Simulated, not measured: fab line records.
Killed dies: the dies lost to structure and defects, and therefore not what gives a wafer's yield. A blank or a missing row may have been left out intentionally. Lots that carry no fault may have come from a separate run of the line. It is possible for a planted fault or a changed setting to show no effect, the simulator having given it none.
Code-filled problem report in 8D (eight disciplines) form | flow gf180mcu | the parts of the form that need people (team, actions taken, sign-off) are left out

1. WHAT WENT WRONG
Wafers without a fault read 85 s, standard deviation 7.4; time-to-endpoint-s at GF_V3_CMP_04 reads a mean of 47 s on 5 wafers belonging to 2 lots. That is -5.1 standard deviations from the usual mean.
The step: polishes SiO2.
The first sign was on wafer L375.1 at day 22 17:02, on cmp-01. Wafers with a number at this step in the record: 41, from 14 lots. Rule for "out", or "out of limits": more than 4 standard deviations from the usual mean. All remaining wafers that have a number are taken as sound.

2. WHAT IT IS AND WHAT IT IS NOT
question                    | is                     | is not
which readings at this step | time-to-endpoint-s     | motor-current-A
which lots                  | L375, L377             | L372, L373, L385, L386, L388, L389, L390, L391, L392, L393, L394, L395
which wafers of those lots  | all that have a number | -
read on which tools         | cmp-01                 | cmp-02
when                        | from day 22 17:02      | up to then (6 sound wafers); but 30 sound wafers of L385, L386, L388, L389, L390, L391, L392, L393, L394, L395 came after

3. WHAT RULES OUT EACH SUSPECT
Counting: a tool at any process step up to the reading remains a suspect when it ran all the lots that are out and ran no sound lot after the first of those.
- cmp-01 at GF_V3_CMP_04 (polishes SiO2): ruled out as a lasting fault. Sound lots L386, L390, L391, L392, L393, L395 ran on it after its first lot that is out, L375 (day 22 17:02).
Left after counting: nothing in the record.

4. THE CAUSE (what the simulator had put in)
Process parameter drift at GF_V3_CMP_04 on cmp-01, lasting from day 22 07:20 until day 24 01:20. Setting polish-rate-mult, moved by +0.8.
Counting ruled it out, wrongly.

5. SEQUENCE OF EFFECTS, ordered by route
One row per reading whose mean, taken over the struck wafers that have a number, lies over 3 standard deviations from the usual. Scope: only readings with a usual standard deviation given in the record; hours: median across lots of the time from each lot's start at the first step in this table that gives one to its start at this step; sigmas: change in usual standard deviations.
hours | step         | reading            | usual | on struck wafers | change | sigmas
0     | GF_V3_CMP_04 | time-to-endpoint-s | 85 s  | 47               | -38    | -5.1
Its process steps:
- GF_V3_CMP_04: polishes SiO2.

6. HOW IT WOULD HAVE BEEN CAUGHT EARLIER
In this record no reading fell out of limits until day 22 17:02, 10 hours after the fault had begun at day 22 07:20.
